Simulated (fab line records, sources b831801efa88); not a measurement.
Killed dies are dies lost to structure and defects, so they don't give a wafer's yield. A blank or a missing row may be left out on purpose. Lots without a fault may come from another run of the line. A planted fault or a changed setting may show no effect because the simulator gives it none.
One fault seen from 2 desks | flow gf180mcu | each desk has only its own numbers; what lay behind them comes last

THE METROLOGY DESK
What the gauges read, lot by lot, whatever tool the lot ran on: means of the sampled wafers that have a number. A lot is out of limits, marked OUT, if its mean lies more than 4 standard deviations from the usual mean; the brackets give that distance.
Columns: A = HV_LDD_3_TW at GF_HV_LDD_TW_MEAS_38, usual 1433; B = HV_LDD_RS at GF_HV_LDD_RS_MEAS_53, usual 418.1 ohm/sq
lot  | first seen here | A               | B
L166 | day 11 21:31    | 1447            | 417.2
L167 | day 12 00:28    | 1447            | 418.0
L170 | day 12 23:25    | 1449            | 419.3
L172 | day 13 12:44    | 1423            | 417.5
L174 | day 14 08:55    | 1444            | 417.7
L175 | day 14 16:02    | 1441            | 417.2
L176 | day 14 20:58    | 1440            | 418.1
L181 | day 16 17:10    | 1366 (-6.1) OUT | 429.8 (+13) OUT
L182 | day 17 08:18    | 1363 (-6.3) OUT | 429.1 (+12) OUT
L187 | day 18 08:15    | 1414            | 417.5
L188 | day 19 01:31    | 1421            | 417.0
This desk's finding: out of limits on L181, L182; first on L181, day 16 17:10 (HV_LDD_3_TW at GF_HV_LDD_TW_MEAS_38). In limits: L166, L167, L170, L172, L174, L175, L176, L187, L188.

THE TOOL OWNER'S DESK: implanter-03
The tool's own readings at GF_HV_LDD_IMPLANT_36: means of the sampled wafers that have a number, for each lot that ran on this tool. A lot is out of limits, marked OUT, if its mean lies more than 4 standard deviations from the usual mean; the brackets give that distance.
Columns: A = dose_ions_cm2 at GF_HV_LDD_IMPLANT_36, usual 7.501e+12; B = faraday_current_uA at GF_HV_LDD_IMPLANT_36, usual 42.4
lot  | first seen here | A                           | B
L174 | day 14 08:41    | 7.506e+12                   | 43.2
L175 | day 14 15:50    | 7.501e+12                   | 42.6
L176 | day 14 20:43    | 7.505e+12                   | 42.6
L181 | day 16 16:56    | 3.713e+12 (-99 or more) OUT | 20.7 (-27) OUT
L182 | day 17 08:03    | 3.721e+12 (-99 or more) OUT | 21.2 (-27) OUT
This desk's finding: out of limits on L181, L182; first on L181, day 16 16:56 (dose_ions_cm2 at GF_HV_LDD_IMPLANT_36). In limits: L174, L175, L176.

PUT TOGETHER
The tool owner's desk could have raised an alarm at day 16 16:56, on L181, L182.
The metrology desk could have raised an alarm at day 16 17:10, on L181, L182.
Of the lots named, all ran GF_HV_LDD_IMPLANT_36 on implanter-03.

WHAT THE SIMULATOR HAD PUT IN
Process parameter drift: implanter-03, from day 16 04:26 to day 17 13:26, at GF_HV_LDD_IMPLANT_36. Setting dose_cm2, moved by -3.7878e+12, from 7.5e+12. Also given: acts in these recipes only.
Lots struck among those shown: L181, L182.
Hours from the fault's start to each desk's first reading out of limits: the tool owner's desk, 12; the metrology desk, 13.
